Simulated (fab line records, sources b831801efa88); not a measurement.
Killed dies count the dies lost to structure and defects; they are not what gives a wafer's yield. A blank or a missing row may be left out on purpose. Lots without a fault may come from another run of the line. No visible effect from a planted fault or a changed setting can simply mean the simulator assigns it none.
Code-filled problem report in 8D (eight disciplines) form + flow gf180mcu + the parts of the form that need people (team, actions taken, sign-off) are left out

1. PROBLEM STATEMENT
Wafers without a fault read 82 s, standard deviation 5; timeToEndpointS at GF_V1_CMP_04 reads a mean of 18 s on 2 wafers belonging to 2 lots. That is -13 standard deviations from the usual mean.
The step: polishes SiO2.
First seen on wafer L372.3, day 17 23:17, on cmp-01. The record has a number at this step for 33 wafers belonging to 11 lots. Rule for "out" (also "out of limits"): further than 4 standard deviations from the usual mean. Any other wafer with a number is counted as sound.

2. WHAT THIS IS AND IS NOT
| question                    | is                | is not                                                                                                              |
|-----------------------------|-------------------|---------------------------------------------------------------------------------------------------------------------|
| which readings at this step | timeToEndpointS   | motorCurrentA                                                                                                       |
| which lots                  | L372, L374        | L369, L381, L382, L385, L387, L389, L390, L391, L392                                                                |
| which wafers of those lots  | L372.3, L374.1    | L372.1, L372.6, L374.3, L374.4                                                                                      |
| read on which tools         | cmp-01            | cmp-02                                                                                                              |
| when                        | from day 17 23:17 | up to then (5 sound wafers); but 26 sound wafers of L374, L381, L382, L385, L387, L389, L390, L391, L392 came after |

3. WHAT RULES OUT EACH SUSPECT
Counting: any tool at a process step up to the reading remains a suspect provided it ran every lot that is out. Sound lots after the first of them don't rule it out here, since some wafers of a struck lot are sound.
- cmp-01 at GF_V1_CMP_04 (polishes SiO2): kept. It ran every lot that is out, first L372 (day 17 23:17); its last sound lot up to then is L369 (day 16 20:59). Its own readings are out on those wafers: timeToEndpointS.
- In cmp-01 at GF_V1_CMP_04, the wafers that are out were processed in chamber 0 and their sound lot-mates in chambers 1, 3.
After counting, what remains is cmp-01 at GF_V1_CMP_04.

4. THE CAUSE (what the simulator had put in)
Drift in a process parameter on cmp-01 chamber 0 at GF_V1_CMP_04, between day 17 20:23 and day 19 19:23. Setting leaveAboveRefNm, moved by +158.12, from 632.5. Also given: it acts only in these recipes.
This tool alone remained once counting was done.

5. THE EFFECT CHAIN, in route order
Each row: a reading whose mean over the struck wafers that have a number lies more than 3 standard deviations from the usual. Only readings whose record carries a usual standard deviation are examined. hours: median over the lots of the time between each lot's start at the first step of this table that gives one and its start at this step. sigmas: the change, counted in usual standard deviations.
| hours | step                    | reading             | usual      | on struck wafers | change | sigmas |
|-------|-------------------------|---------------------|------------|------------------|--------|--------|
| 0     | GF_V1_CMP_04            | timeToEndpointS     | 82 s       | 18               | -64    | -13    |
| -     | GF_V1_ETCH_17           | oesProductAu        | 0.856 a.u. | 0.978            | +0.122 | +29    |
| 279   | GF_PASSIVATION_PROBE_99 | defectLimitedYield  | 90.4 %     | 74.7             | -15.8  | -10    |
| 279   | GF_PASSIVATION_PROBE_99 | killed_at_M0_to_M3  | 21         | 100              | +78    | +17    |
| 279   | GF_PASSIVATION_PROBE_99 | killedDies          | 47         | 124              | +78    | +11    |
| 279   | GF_PASSIVATION_PROBE_99 | sort_bin_5_function | 5.6 %      | 21.1             | +15.5  | +16    |
| 279   | GF_PASSIVATION_PROBE_99 | sortNPass           | 445        | 368              | -78    | -11    |
| 279   | GF_PASSIVATION_PROBE_99 | sortYieldPct        | 90.4 %     | 74.7             | -15.8  | -10    |
The process steps in it:
- GF_V1_CMP_04: polishes SiO2.
- GF_V1_ETCH_17: etches SiO2 in C4F8/O2/Ar, stops on TiN, target depth 630 nm.
- GF_PASSIVATION_PROBE_99
Later measuring or inspecting steps at which every struck wafer that the step has a row for has a number for every such reading, and none has moved that far: GF_V1_BOW_MEAS_05, GF_V2_THK_MEAS_01.

6. HOW IT WOULD HAVE BEEN CAUGHT EARLIER
First out-of-limits reading in this record: day 17 23:17, which is 3 hours after fault onset at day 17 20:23.
